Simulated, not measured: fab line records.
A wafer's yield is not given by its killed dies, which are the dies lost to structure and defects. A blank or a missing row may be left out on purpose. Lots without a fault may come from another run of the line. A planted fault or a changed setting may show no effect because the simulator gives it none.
Chamber matching | flow sfqLine | SFQ_TRILAYER_I3_DEP_PECVD_081 on pecvd-03 has 3 sister chambers
The step deposits SiO2 from SiH4/N2O, time 111.11 s, target thk 500 nm. 16 wafers are shown with their chamber, then 8 later ones without.

## EACH WAFER AND ITS CHAMBER
wafer  | chamber | heaterPowerW (W) | throttleValvePct (%) | showerheadVppV (V)
L494.1 | 2       | 127              | 23.6                 | 834
L494.3 | 1       | 79               | 26.4                 | 811
L494.4 | 0       | 101              | 24.3                 | 764
L496.2 | 1       | 80               | 26.9                 | 817
L496.5 | 1       | 81               | 26.8                 | 804
L496.6 | 2       | 109              | 23.7                 | 842
L498.1 | 1       | 70               | 26.8                 | 825
L498.2 | 2       | 132              | 23.6                 | 833
L498.3 | 0       | 101              | 24.4                 | 761
L504.2 | 1       | 73               | 27.5                 | 825
L504.3 | 0       | 99               | 25.0                 | 746
L504.6 | 2       | 120              | 24.0                 | 835
L506.1 | 2       | 127              | 24.3                 | 823
L506.3 | 1       | 74               | 27.8                 | 814
L506.5 | 1       | 78               | 27.6                 | 808
L509.1 | 2       | 111              | 24.3                 | 811

SIGNATURES (averages over the wafers above)
reading          | chamber 0 | chamber 1 | chamber 2 | scatter within a chamber
heaterPowerW     | 100.33    | 76.43     | 121.00    | 6.46
throttleValvePct | 24.567    | 27.114    | 23.917    | 0.434
showerheadVppV   | 757.00    | 814.86    | 829.67    | 9.53
Rule: for each reading, subtract the chamber's mean from the wafer's reading, divide by that reading's scatter and square the result; add these up over the readings and take the root, which gives the wafer's distance from the chamber. If the next closest chamber is less than 2 further off than the closest, the wafer can't be placed; otherwise it belongs to the closest. How the scatter is found: for the shown wafers, subtract from each reading the mean of its chamber, square and add these, divide the total by (wafers less chambers), then take the root.

## WAFERS WHOSE CHAMBER IS MISSING
wafer  | heaterPowerW (W) | throttleValvePct (%) | showerheadVppV (V)
L509.3 | 98               | 24.8                 | 752
L509.6 | 120              | 24.2                 | 835
L512.1 | 99               | 25.0                 | 758
L512.4 | 126              | 23.9                 | 826
L512.5 | 76               | 27.8                 | 826
L515.1 | 72               | 27.6                 | 806
L515.2 | 95               | 24.9                 | 748
L515.3 | 130              | 23.9                 | 838

## THE CHAMBER EACH PASSED THROUGH
wafer  | from the rows above | in truth
L509.3 | 0                   | 0
L509.6 | 2                   | 2
L512.1 | 0                   | 0
L512.4 | 2                   | 2
L512.5 | 1                   | 1
L515.1 | 1                   | 1
L515.2 | 0                   | 0
L515.3 | 2                   | 2
Correct placement for 8 of the 8. Can't be placed from these rows: 0. Wrongly placed: 0.
